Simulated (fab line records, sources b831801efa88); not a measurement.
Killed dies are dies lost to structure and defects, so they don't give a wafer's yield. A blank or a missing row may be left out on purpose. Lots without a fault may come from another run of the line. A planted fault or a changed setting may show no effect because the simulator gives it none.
Problem report in the 8D (eight disciplines) form, filled by code | flow gf180mcu | the parts of the form that need people (team, actions taken, sign-off) are left out

1. THE PROBLEM
VT_IMPLANT_OVL at GF_VT_IMPLANT_OVL_MEAS_07 reads a mean of -115.0 nm on 6 wafers of 2 lots; wafers without a fault read -0.4 nm with a standard deviation of 1.3. That is -88 standard deviations from the usual mean.
First seen on wafer L693.1, day 10 07:18, on overlay-01. The record holds 38 wafers of 13 lots with a number at this step. Rule for "out", or "out of limits": more than 4 standard deviations from the usual mean. The other wafers with a number count as sound.

2. WHAT IT IS AND WHAT IT IS NOT
question                    | is                     | is not
which readings at this step | VT_IMPLANT_OVL         | -
which lots                  | L693, L694             | L675, L676, L677, L678, L680, L681, L682, L683, L688, L689, L697
which wafers of those lots  | all that have a number | -
read on which gauges        | overlay-01             | overlay-02
when                        | from day 10 07:18      | up to then (29 sound wafers); but 3 sound wafers of L697 came after

3. SUSPECTS, AND WHAT RULES EACH OUT
Counting: a tool at a process step up to the reading stays a suspect if it ran every lot that is out and no sound lot after the first of them.
- the gauge at GF_VT_IMPLANT_OVL_MEAS_07: kept. All the wafers that are out were read on overlay-01, and no step on other tools shows them out.
- iline_stepper-02 at GF_VT_IMPLANT_EXPOSE_04 (exposes mask LVPWELL LV AREA, target cd 600 nm): kept. It ran every lot that is out, first L693 (day 9 23:05), and no sound lot after that; its last sound lot up to then is L689 (day 8 20:35).
Left after counting: iline_stepper-02 at GF_VT_IMPLANT_EXPOSE_04, overlay-01 at GF_VT_IMPLANT_OVL_MEAS_07.

4. THE CAUSE (what the simulator had put in)
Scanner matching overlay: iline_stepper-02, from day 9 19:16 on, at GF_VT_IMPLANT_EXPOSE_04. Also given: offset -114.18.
Counting left 2 suspects, and this tool is among them.

5. THE CHAIN OF EFFECTS, in route order
Each row: a reading whose mean over the struck wafers that have a number lies more than 3 standard deviations from the usual. Only readings for which the record gives a usual standard deviation are gone through. hours: the time from each lot's start at the first step in this table that gives one to its start at this step, as a median over the lots. sigmas: the change in usual standard deviations.
hours | step                      | reading        | usual   | on struck wafers | change | sigmas
0     | GF_VT_IMPLANT_OVL_MEAS_07 | VT_IMPLANT_OVL | -0.4 nm | -115.0           | -114.6 | -88
Later measuring or inspecting steps at which every struck wafer that the step has a row for has a number for every such reading, and none has moved that far: GF_CONTACT_THK_MEAS_01, GF_V1_THK_MEAS_01.

6. WHAT WOULD HAVE CAUGHT IT SOONER
In this record the first reading out of limits at a measuring or inspecting step was taken at day 10 07:18, 12 hours after the fault began at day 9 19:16.
Of the tool readings at GF_VT_IMPLANT_EXPOSE_04 for which the record gives a usual standard deviation, none was out on any struck wafer, so an alarm limit of 4 standard deviations on them would not have fired.
All the lots that are out (2) had begun GF_VT_IMPLANT_EXPOSE_04 on iline_stepper-02 by day 10 07:18. A hold on the tool at that time would have spared none of them.
